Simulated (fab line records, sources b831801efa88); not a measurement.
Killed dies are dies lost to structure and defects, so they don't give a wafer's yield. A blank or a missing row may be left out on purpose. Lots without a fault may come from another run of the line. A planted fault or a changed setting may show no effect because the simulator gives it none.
fab line records | flow gf180mcu
record lots=14 wafers=42 last_day=34
route steps=602 shown HV_LDD@233 NSD@247 PSD@261 SAB@274
lots that met no fault: from a run of the same line without faults
start_h: hours from the record's first day to the start of the lot's first wafer shown | wait_h: hours since the lot's step before | " the same as in the row above | L1.1+2: a row that stands for several wafers | - no value, or no start given | * or withheld: withheld | < > ~ a bound
route shown NAME@n: a module of which the file shows steps, and the number in the route of the first | usual: mean/standard deviation of fault-free wafers | same: alike in all rows | chamber/n: place in a boat | sites: the reading at each site | _std_site: their standard deviation | _edge_site: outer sites' mean less inner sites' | radius_mm: how far each site lies from the wafer's centre | mask NAME#n: copy n | behind: the tool/chamber that last shaped the wafer | hold: why the lot was held/for how many hours/how that ended | device: the transistor (n, p or np) that didn't switch | end of line: the same wafers' tests at the end of the route | a step without rows: its recipe alone | killed: dies lost to structure and defects at the first sort, not the wafer's yield | map: a wafer's dies, x killed, . not, _ none there
set.NAME: the setting as run; set.NAME@STEP: as run at that earlier step | model.NAME: the simulator's own value behind a step, which no gauge read
steps of the route over a sample of lots; a table a step, a row a wafer
services: from which hour (start_h, from the record's first day; less than 0 if before it) a tool's chamber was out of use, for how many hours, and why
## steps
# step GF_HV_LDD_THK_MEAS_57
# recipe reads=Si3N4_of_HV_LDD_CVD_56
# usual HV_LDD_CVD_56_THK=89.8/0.75
# columns lot.wafer tool chamber start_h wait_h HV_LDD_CVD_56_THK[nm]
L632.1 film_metro-01 - 283.90 0.0 90.0
L632.2 " - " " 89.9
L632.6 " - " " 90.4
L633.1 film_metro-02 - 287.98 0.0 90.1
L633.3 " - " " 90.7
L633.4 " - " " 90.1
L634.2 film_metro-02 - 296.04 0.0 89.2
L634.3 " - " " 89.5
L634.5 " - " " 89.9
L635.1 film_metro-03 - 298.89 0.0 90.8
L635.2 " - " " 90.7
L635.4 " - " " 91.1
L636.1 film_metro-02 - 313.27 0.0 90.8
L636.3 " - " " 90.2
L636.4 " - " " 90.2
L637.3 film_metro-01 - 324.11 0.0 90.0
L637.5 " - " " 90.1
L637.6 " - " " 90.8
L639.2 film_metro-02 - 347.94 0.0 88.8
L639.4 " - " " 89.4
L639.5 " - " " 89.0
L640.1 film_metro-02 - 351.89 0.0 89.5
L640.2 " - " " 89.3
L640.6 " - " " 89.3
L641.1 film_metro-01 - 361.95 0.0 89.5
L641.3 " - " " 89.0
L641.6 " - " " 88.9
L642.1 film_metro-01 - 373.91 0.0 89.7
L642.3 " - " " 88.8
L642.6 " - " " 89.2
L645.1 film_metro-03 - 401.36 0.0 88.8
L645.3 " - " " 88.4
L645.6 " - " " 88.7
L646.1 film_metro-01 - 416.10 0.0 89.6
L646.3 " - " " 89.7
L646.4 " - " " 89.8
L649.1 film_metro-03 - 426.76 0.0 89.6
L649.2 " - " " 88.9
L649.3 " - " " 89.1
L653.2 film_metro-02 - 456.98 0.0 89.5
L653.4 " - " " 89.1
L653.5 " - " " 89.1
# step GF_NSD_TW_MEAS_12
# usual NSD_TW=4204/37
# columns lot.wafer tool chamber start_h wait_h NSD_TW
L632.1 film_metro-04 - 304.21 0.1 4187
L632.2 " - " " 4211
L632.6 " - " " 4193
L633.1 film_metro-02 - 308.31 0.1 4167
L633.3 " - " " 4171
L633.4 " - " " 4190
L634.2 film_metro-02 - 316.57 0.1 4160
L634.3 " - " " 4176
L634.5 " - " " 4176
L635.1 film_metro-02 - 318.96 0.1 4153
L635.2 " - " " 4179
L635.4 " - " " 4160
L636.1 film_metro-03 - 334.71 0.1 4303
L636.3 " - " " 4278
L636.4 " - " " 4289
L637.3 film_metro-02 - 345.09 0.1 4154
L637.5 " - " " 4157
L637.6 " - " " 4154
L639.2 film_metro-04 - 370.32 0.1 4225
L639.4 " - " " 4194
L639.5 " - " " 4207
L640.1 film_metro-02 - 374.41 0.1 4191
L640.2 " - " " 4214
L640.6 " - " " 4199
L641.1 film_metro-04 - 384.76 0.1 4177
L641.3 " - " " 4196
L641.6 " - " " 4180
L642.1 film_metro-03 - 397.12 0.1 4262
L642.3 " - " " 4265
L642.6 " - " " 4271
L645.1 film_metro-02 - 425.81 0.1 4224
L645.3 " - " " 4188
L645.6 " - " " 4208
L646.1 film_metro-04 - 440.26 0.1 4196
L646.3 " - " " 4178
L646.4 " - " " 4198
L649.1 film_metro-04 - 451.51 0.1 4216
L649.2 " - " " 4190
L649.3 " - " " 4202
L653.2 film_metro-04 - 481.37 0.1 4203
L653.4 " - " " 4224
L653.5 " - " " 4195
# step GF_PSD_RTA_13
# recipe temp_c=1025 time_s=20 ambient=N2
# usual lamp_power_pct=35.0/0.33 wafer_temp_C_max=1028.7/0.79
# columns lot.wafer tool chamber start_h wait_h lamp_power_pct wafer_temp_C_max
L632.1 rtp_anneal-02 0 324.98 0.0 34.6 1028.8
L632.2 " 0 " " 34.6 1027.6
L632.6 " 0 " " 34.7 1029.0
L633.1 rtp_anneal-01 0 329.67 0.0 35.2 1027.9
L633.3 " 0 " " 35.3 1028.4
L633.4 " 0 " " 35.3 1028.0
L634.2 rtp_anneal-01 0 338.08 0.0 35.3 1029.5
L634.3 " 0 " " 35.3 1029.4
L634.5 " 0 " " 35.3 1029.3
L635.1 rtp_anneal-02 0 340.08 0.0 34.6 1028.0
L635.2 " 0 " " 34.7 1027.8
L635.4 " 0 " " 34.6 1028.0
L636.1 rtp_anneal-01 0 356.58 0.0 35.3 1029.2
L636.3 " 0 " " 35.3 1029.4
L636.4 " 0 " " 35.3 1027.2
L637.3 rtp_anneal-01 0 367.20 0.0 35.3 1029.9
L637.5 " 0 " " 35.2 1029.0
L637.6 " 0 " " 35.3 1028.5
L639.2 rtp_anneal-02 0 393.24 0.0 34.6 1028.5
L639.4 " 0 " " 34.6 1028.3
L639.5 " 0 " " 34.6 1028.7
L640.1 rtp_anneal-02 0 397.38 0.0 34.6 1029.2
L640.2 " 0 " " 34.6 1028.6
L640.6 " 0 " " 34.7 1028.8
L641.1 rtp_anneal-01 0 408.37 0.0 35.3 1028.5
L641.3 " 0 " " 35.3 1028.4
L641.6 " 0 " " 35.3 1028.7
L642.1 rtp_anneal-01 0 420.62 0.0 35.3 1028.5
L642.3 " 0 " " 35.2 1028.9
L642.6 " 0 " " 35.3 1030.4
L645.1 rtp_anneal-02 0 450.42 0.0 34.7 1028.9
L645.3 " 0 " " 34.5 1028.0
L645.6 " 0 " " 34.6 1029.4
L646.1 rtp_anneal-02 0 464.81 0.0 31.4 991.4
L646.3 " 0 " " 31.4 992.0
L646.4 " 0 " " 31.4 991.9
L649.1 rtp_anneal-02 0 476.57 0.0 31.4 990.8
L649.2 " 0 " " 31.4 991.0
L649.3 " 0 " " 31.4 991.4
L653.2 rtp_anneal-01 0 505.53 0.0 35.3 1028.8
L653.4 " 0 " " 35.3 1028.5
L653.5 " 0 " " 35.3 1030.5
# step GF_PSD_RS_MEAS_14
# recipe thk_meas_gauge=four-point-probe
# usual NSD_RS=46.13/0.083
# columns lot.wafer tool chamber start_h wait_h hold NSD_RS[ohm/sq]
L632.1 film_metro-02 - 325.11 0.1 - 46.07
L632.2 " - " " - 46.17
L632.6 " - " " - 46.09
L633.1 film_metro-03 - 329.75 0.1 - 46.02
L633.3 " - " " - 45.98
L633.4 " - " " - 46.01
L634.2 film_metro-02 - 338.17 0.1 - 46.19
L634.3 " - " " - 46.06
L634.5 " - " " - 46.07
L635.1 film_metro-04 - 340.16 0.1 - 46.27
L635.2 " - " " - 46.26
L635.4 " - " " - 46.32
L636.1 film_metro-04 - 356.66 0.1 - 46.17
L636.3 " - " " - 46.26
L636.4 " - " " - 46.22
L637.3 film_metro-04 - 367.29 0.1 - 46.13
L637.5 " - " " - 46.18
L637.6 " - " " - 46.19
L639.2 film_metro-02 - 393.33 0.1 - 46.18
L639.4 " - " " - 46.23
L639.5 " - " " - 46.18
L640.1 film_metro-03 - 397.46 0.1 - 46.21
L640.2 " - " " - 46.10
L640.6 " - " " - 46.15
L641.1 film_metro-02 - 408.46 0.1 - 46.24
L641.3 " - " " - 46.17
L641.6 " - " " - 46.12
L642.1 film_metro-03 - 420.70 0.1 - 46.11
L642.3 " - " " - 46.20
L642.6 " - " " - 46.11
L645.1 film_metro-04 - 450.50 0.1 - 46.21
L645.3 " - " " - 46.00
L645.6 " - " " - 46.22
L646.1 film_metro-03 - 464.90 0.1 await_dispo/0.2h/release 50.85
L646.3 " - " " await_dispo/0.2h/release 50.72
L646.4 " - " " await_dispo/0.2h/release 50.71
L646.1 film_metro-03 - 465.18 0.3 - 50.73
L646.3 " - " " - 50.76
L646.4 " - " " - 50.68
L649.1 film_metro-03 - 476.65 0.1 await_dispo/0.2h/release 50.71
L649.2 " - " " await_dispo/0.2h/release 50.69
L649.3 " - " " await_dispo/0.2h/release 50.63
L649.1 film_metro-03 - 476.94 0.3 - 50.78
L649.2 " - " " - 50.75
L649.3 " - " " - 50.73
L653.2 film_metro-04 - 505.62 0.1 - 46.11
L653.4 " - " " - 46.07
L653.5 " - " " - 46.08
# step GF_SAB_OVL_MEAS_10
# usual SAB_OVL=-0.4/1.6
# columns lot.wafer tool chamber start_h wait_h SAB_OVL[nm]
L632.1 overlay-01 - 345.53 0.1 -0.7
L632.2 " - " " -1.8
L632.6 " - " " -1.1
L633.1 overlay-01 - 350.78 0.1 -0.1
L633.3 " - " " -0.9
L633.4 " - " " -0.8
L634.2 overlay-01 - 359.38 0.1 0.1
L634.3 " - " " 0.1
L634.5 " - " " -0.3
L635.1 overlay-01 - 362.17 0.1 -0.4
L635.2 " - " " -0.5
L635.4 " - " " 0.4
L636.1 overlay-01 - 379.03 0.1 -0.6
L636.3 " - " " 1.6
L636.4 " - " " -0.6
L637.3 overlay-02 - 390.29 0.1 0.5
L637.5 " - " " 0.6
L637.6 " - " " 0.6
L639.2 overlay-02 - 416.43 0.1 -1.6
L639.4 " - " " -1.0
L639.5 " - " " 0.2
L640.1 overlay-01 - 420.87 0.1 -5.2
L640.2 " - " " -1.7
L640.6 " - " " -3.1
L641.1 overlay-02 - 432.18 0.1 0.1
L641.3 " - " " -2.5
L641.6 " - " " -1.4
L642.1 overlay-01 - 444.98 0.1 -1.9
L642.3 " - " " -1.8
L642.6 " - " " -1.4
L645.1 overlay-02 - 475.28 0.1 -0.4
L645.3 " - " " -0.1
L645.6 " - " " -0.5
L653.2 overlay-01 - 528.42 0.1 -0.3
L653.4 " - " " 0.7
L653.5 " - " " -0.1
## services
# columns tool chamber start_h hours kind
rtp_anneal-02 - 384.09 4.6 pm
## key
first_sign step=GF_PSD_RTA_13 reading=wafer_temp_C_max direction=down sigmas=47 usual=* struck=*
effect step=GF_PSD_RTA_13 reading=lamp_power_pct direction=down sigmas=11 usual=35.0 struck=31.4
effect step=GF_PSD_RS_MEAS_14 reading=visit direction=added
effect step=GF_PSD_RS_MEAS_14 reading=NSD_RS direction=up sigmas=55 usual=46.13 struck=50.72
met_at GF_PSD_RTA_13
struck_lots L646,L649
scrapped_behind GF_PSD_RS_MEAS_14 L646.1,L646.3,L646.4,L649.1,L649.2,L649.3
not_acting_at GF_HV_LDD_THK_MEAS_57,GF_NSD_TW_MEAS_12,GF_SAB_OVL_MEAS_10
onset_between 450.42 464.81
fault kind=process_parameter_drift tool=rtp_anneal-02 chamber=- onset_h=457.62 steps=GF_PSD_RTA_13 channel=temp_c offset=* shape=step end_h=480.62 acts_in=* stated=*
